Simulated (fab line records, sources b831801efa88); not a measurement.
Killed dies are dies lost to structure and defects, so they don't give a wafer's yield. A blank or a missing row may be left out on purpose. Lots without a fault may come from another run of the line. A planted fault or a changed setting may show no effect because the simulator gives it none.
Problem report in the 8D (eight disciplines) form, filled by code | flow sfq_line | the parts of the form that need people (team, actions taken, sign-off) are left out

1. THE PROBLEM
chamber_pressure_mTorr at SFQ_TRILAYER_L0_STRIP_STRIP_009 reads a mean of 60.00 mTorr on 6 wafers of 2 lots; wafers without a fault read 50.00 mTorr with a standard deviation of 0.045. That is +99 or more standard deviations from the usual mean.
The step: strips in O2.
First seen on wafer L647.2, day 8 08:17, on rie_metal-04. The record holds 42 wafers of 14 lots with a number at this step. Rule for "out", or "out of limits": more than 4 standard deviations from the usual mean. The other wafers with a number count as sound.

2. WHAT IT IS AND WHAT IT IS NOT
question                    | is                     | is not
which readings at this step | chamber_pressure_mTorr | drypump_motor_current_A, oes_product_au
which lots                  | L647, L649             | L632, L633, L634, L635, L636, L637, L639, L640, L643, L644, L646, L651
which wafers of those lots  | all that have a number | -
read on which tools         | rie_metal-04           | rie_metal-01, rie_metal-02
when                        | from day 8 08:17       | up to then (33 sound wafers); but 3 sound wafers of L651 came after

3. SUSPECTS, AND WHAT RULES EACH OUT
Counting: a tool at a process step up to the reading stays a suspect if it ran every lot that is out and no sound lot after the first of them.
- rie_metal-04 at SFQ_TRILAYER_L0_STRIP_STRIP_009 (strips in O2): kept. It ran every lot that is out, first L647 (day 8 08:17), and no sound lot after that; its last sound lot up to then is L646 (day 8 01:47). Its own readings are out on those wafers: chamber_pressure_mTorr.
Left after counting: rie_metal-04 at SFQ_TRILAYER_L0_STRIP_STRIP_009.

4. THE CAUSE (what the simulator had put in)
Process parameter drift: rie_metal-04, from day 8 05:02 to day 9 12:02, at SFQ_TRILAYER_L0_STRIP_STRIP_009. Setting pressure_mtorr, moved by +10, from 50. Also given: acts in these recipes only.
Counting left only this tool.

5. THE CHAIN OF EFFECTS, in route order
Each row: a reading whose mean over the struck wafers that have a number lies more than 3 standard deviations from the usual. Only readings for which the record gives a usual standard deviation are gone through. hours: the time from each lot's start at the first step in this table that gives one to its start at this step, as a median over the lots. sigmas: the change in usual standard deviations.
hours | step                            | reading                | usual       | on struck wafers | change | sigmas
0     | SFQ_TRILAYER_L0_STRIP_STRIP_009 | chamber_pressure_mTorr | 50.00 mTorr | 60.00            | +10.00 | +99 or more
The process steps in it:
- SFQ_TRILAYER_L0_STRIP_STRIP_009: strips in O2.

6. WHAT WOULD HAVE CAUGHT IT SOONER
In this record the first reading out of limits was taken at day 8 08:17, 3 hours after the fault began at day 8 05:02.
